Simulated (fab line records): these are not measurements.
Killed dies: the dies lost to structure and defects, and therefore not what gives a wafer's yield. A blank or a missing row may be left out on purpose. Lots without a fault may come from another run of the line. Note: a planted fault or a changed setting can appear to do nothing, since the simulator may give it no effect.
A struck lot beside a sound one ; flow sky130 ; 17 out of 708 route steps
Sound: wafers L673.3, L673.4, L673.5. Struck: wafers L686.2, L686.3, L686.4. The cause is named last.
For every step that has rows: the tool of each side, followed by ch and its chambers, followed by its first start. Under that, the readings that differ: sound wafers ; struck wafers ; difference of the means ; sigmas: that difference in standard deviations of wafers without a fault.
alike: same words and numbers on both sides, and readings whose means sit less than 2 such deviations apart. not compared: any withheld reading, any reading some wafer has no value for, any bound like >300 that may hide the same value, and any number with overlapping values for which the record gives no deviation.
The two part at a step that has a row with sigmas, a row that says differs or no value, or rows on one side only. Non-overlapping numbers with no deviation appear without sigmas and do not part them. A reading that every wafer of one side lacks parts them only if that side has two wafers or more.

first, 5 steps without rows for these wafers: SKY_SD_N_COAT_02 (resist thk 1140 nm); SKY_SD_N_SOFTBAKE_03 (time 60 s); SKY_SD_N_EXPOSE_04 (exposes mask NSDM, target cd 380 nm); SKY_SD_N_PEB_05; SKY_SD_N_DEVELOP_06 (develop time 60 s).
SKY_SD_N_CD_MEAS_07: the cd target is 380 nm.
  sound: cd-sem-02 at day 28 14:04; struck: cd-sem-02 at day 33 02:55
  alike: cd-nm
SKY_SD_N_OVL_MEAS_08:
  sound: overlay-01 at day 28 14:09; struck: overlay-02 at day 33 03:01
  alike: SD_N_OVL
then, 2 steps without rows for these wafers: SKY_SD_N_IMPLANT_09; SKY_SD_N_IMPLANT_10.
SKY_SD_N_STRIP_11: strips in O2/N2.
  sound on plasma-asher-04 ch 0,1, day 28 14:31; struck on plasma-asher-04 ch 0,1, day 33 03:20
  alike: chamber-pressure-mTorr, drypump-motor-current-A, o2-flow-sccm, oes-product-au, strip-time-to-endpoint-s
  not compared: rf-hours-counter-h
SKY_SD_N_TW_MEAS_12:
  sound: film-metro-02 at day 28 14:36; struck: film-metro-02 at day 33 03:27
  alike: SD_N_TW
then, 1 step without rows for these wafers: SKY_SD_N_CLEAN_13 (cleans in SC1/SC2, time 150 s).
SKY_SD_N_RTA_14: time 2 s.
  sound on rtp-anneal-01 ch 0, day 28 14:43; struck on rtp-anneal-01 ch 0, day 33 03:34
reading;sound;struck;difference;sigmas
lamp-power-pct (%);15.75 15.72 15.70;15.27 15.27 15.32;-0.44;-8
  alike: wafer_temp_C_max
SKY_SD_N_RS_MEAS_16: uses a four-point probe to measure.
  sound: film-metro-04 at day 28 14:54; struck: film-metro-02 at day 33 04:07
reading;sound;struck;difference;sigmas
SD_N_RS (ohm/sq);68.55 68.65 68.59;70.97 70.82 70.94;+2.31;+21
  not compared: hold
SKY_SD_N_RS_MEAS_17: uses a four-point probe to measure.
  sound: film-metro-04 at day 28 15:01; struck: film-metro-02 at day 33 12:35
reading;sound;struck;difference;sigmas
SD_P_RS (ohm/sq);146.6 147.1 147.0;160.1 159.7 160.0;+13.0;+35
  not compared: hold
SKY_SD_N_RS_MEAS_18: uses a four-point probe to measure.
  sound: film-metro-04 at day 28 15:08; struck: film-metro-02 at day 33 14:46
reading;sound;struck;difference;sigmas
hold;- - -;await-dispo/2.1h/release await-dispo/2.1h/release await-dispo/2.1h/release;no value on the sound wafers;
  alike: RES_XHIGH_RS
-- the record jumps here: 16 days lie between the struck wafers' starts before and after (it left off in module SD_N and takes up again in module PAD_OPEN, whose first step shown is number 708 of the route) --
SKY_PAD_OPEN_PROBE_99:
  sound: prober-01 at day 46 06:47; struck: prober-02 at day 49 13:46
reading;sound;struck;difference;sigmas
model.etest.res-xhigh-po.line-ohm-um;5593 5876 5760;6555 6387 6776;+830;
model.etest.res-xhigh-po.rs-ohm-sq;1958 2054 1989;2306 2189 2345;+280;
model.etest.pfet_01v8.r-on-ohm-um;2884 2921 2842;3140 3047 3071;+204;
model.etest.res-pdiff.line-ohm-um;1363 1376 1350;1552 1514 1509;+162;
model.etest.tip-p.rs-ohm-sq;6962 6958 6928;7047 7064 7037;+100;
model.etest.res-high-po.line-ohm-um;746.6 755.1 749.3;827.1 812.1 834.8;+74.3;
model.etest.licon-high-po.rc-ohm;347 356.4 339.8;430.2 425.2 426.2;+79.5;
model.etest.res-ndiff.line-ohm-um;779.2 774.6 767.4;827.2 807.4 803;+38.8;
  alike: killed_at_M0_to_M3, killed_at_M4_up, killed-at-contacts, killed-at-front-end, killed-at-other, killed-dies, killed-open, killed-short

## WHERE THEY PART
Earliest at SKY_SD_N_RTA_14; latest, in this record, at SKY_SD_N_RS_MEAS_18. Later steps at which nothing parts them and some readings are alike: SKY_PAD_OPEN_PROBE_99.

WHY: the cause the simulator had injected
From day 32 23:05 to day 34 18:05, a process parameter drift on rtp-anneal-01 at SKY_SD_N_RTA_14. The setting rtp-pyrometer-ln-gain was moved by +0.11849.
